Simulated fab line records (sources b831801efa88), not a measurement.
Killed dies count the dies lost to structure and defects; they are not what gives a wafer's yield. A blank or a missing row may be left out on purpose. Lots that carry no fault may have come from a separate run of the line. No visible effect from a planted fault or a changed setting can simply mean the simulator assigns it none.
Commonality check across tools	flow gf180mcu	45 wafers sampled across 15 lots

== WHY THIS WAS OPENED ==
At GF_HV_LDD_TW_MEAS_38 the reading HV_LDD_3_TW is flagged on 3 of 15 lots. No-fault wafers: 1435, standard deviation 12.
Rule: a lot gets a flag if all its wafers with a number sit over 4 standard deviations from that mean, or if no wafer of it has a number. The rest of the lots are taken to be sound.

lot	measured	on	HV_LDD_3_TW, wafer by wafer	flag
L716	day 11 11:02	film_metro-03	1443 1445 1446	
L717	day 11 23:37	film_metro-01	1425 1425 1425	
L719	day 12 06:46	film_metro-03	1459 1460 1462	
L720	day 13 00:23	film_metro-03	1456 1459 1441	
L723	day 13 14:59	film_metro-01	1432 1428 1420	
L725	day 14 13:32	film_metro-01	1304 1295 1307	FLAGGED
L726	day 14 13:55	film_metro-04	1301 1306 1311	FLAGGED
L727	day 14 18:53	film_metro-04	1302 1302 1305	FLAGGED
L729	day 15 16:46	film_metro-04	1428 1425 1427	
L731	day 16 05:07	film_metro-03	1453 1445 1451	
L734	day 17 12:19	film_metro-04	1417 1421 1427	
L735	day 17 16:59	film_metro-01	1427 1430 1427	
L736	day 18 10:36	film_metro-03	1455 1459 1456	
L737	day 19 02:32	film_metro-04	1427 1425 1433	
L739	day 19 08:41	film_metro-04	1433 1434 1437	
Average over the flagged lots: 1304; offset from the usual -131, equal to -11 standard deviations.

== WHICH TOOL EACH LOT WENT THROUGH ==
The record keeps 1 process step preceding the reading, out of 602 steps on the route. Each cell gives the tool, then ch followed by the chambers the sampled wafers passed through, then the start.
lot	flag	GF_HV_LDD_IMPLANT_36
L716		implanter-03 ch 0, day 11 10:47
L717		implanter-03 ch 0, day 11 23:22
L719		implanter-03 ch 0, day 12 06:31
L720		implanter-01 ch 0, day 13 00:10
L723		implanter-03 ch 0, day 13 14:44
L725	FLAGGED	implanter-03, day 14 13:17
L726	FLAGGED	implanter-02, day 14 13:40
L727	FLAGGED	implanter-01, day 14 18:38
L729		implanter-01 ch 0, day 15 16:28
L731		implanter-01 ch 0, day 16 04:52
L734		implanter-01 ch 0, day 17 12:07
L735		implanter-01 ch 0, day 17 16:45
L736		implanter-02 ch 0, day 18 10:21
L737		implanter-02 ch 0, day 19 02:17
L739		implanter-02 ch 0, day 19 08:26
These steps, and what they do:
- GF_HV_LDD_IMPLANT_36
- GF_HV_LDD_TW_MEAS_38

== FLAGGED OVER TOTAL, TOOL BY TOOL (the gauges that took the reading come last) ==
step	tool	lots run	flagged	share of the flagged lots	sound lots run after its first flagged lot
GF_HV_LDD_IMPLANT_36	implanter-01	6	1	some	4 (L729,L731,L734,L735)
GF_HV_LDD_IMPLANT_36	implanter-02	4	1	some	3 (L736,L737,L739)
GF_HV_LDD_IMPLANT_36	implanter-03	5	1	some	0
GF_HV_LDD_TW_MEAS_38	film_metro-01	4	1	some	1 (L735)
GF_HV_LDD_TW_MEAS_38	film_metro-03	5	0	none	-
GF_HV_LDD_TW_MEAS_38	film_metro-04	6	2	some	4 (L729,L734,L737,L739)

== WHAT IS ALLOWED BY THE TABLE ==
No row of the table ran every flagged lot.

== WHAT WAS PUT IN BY THE SIMULATOR ==
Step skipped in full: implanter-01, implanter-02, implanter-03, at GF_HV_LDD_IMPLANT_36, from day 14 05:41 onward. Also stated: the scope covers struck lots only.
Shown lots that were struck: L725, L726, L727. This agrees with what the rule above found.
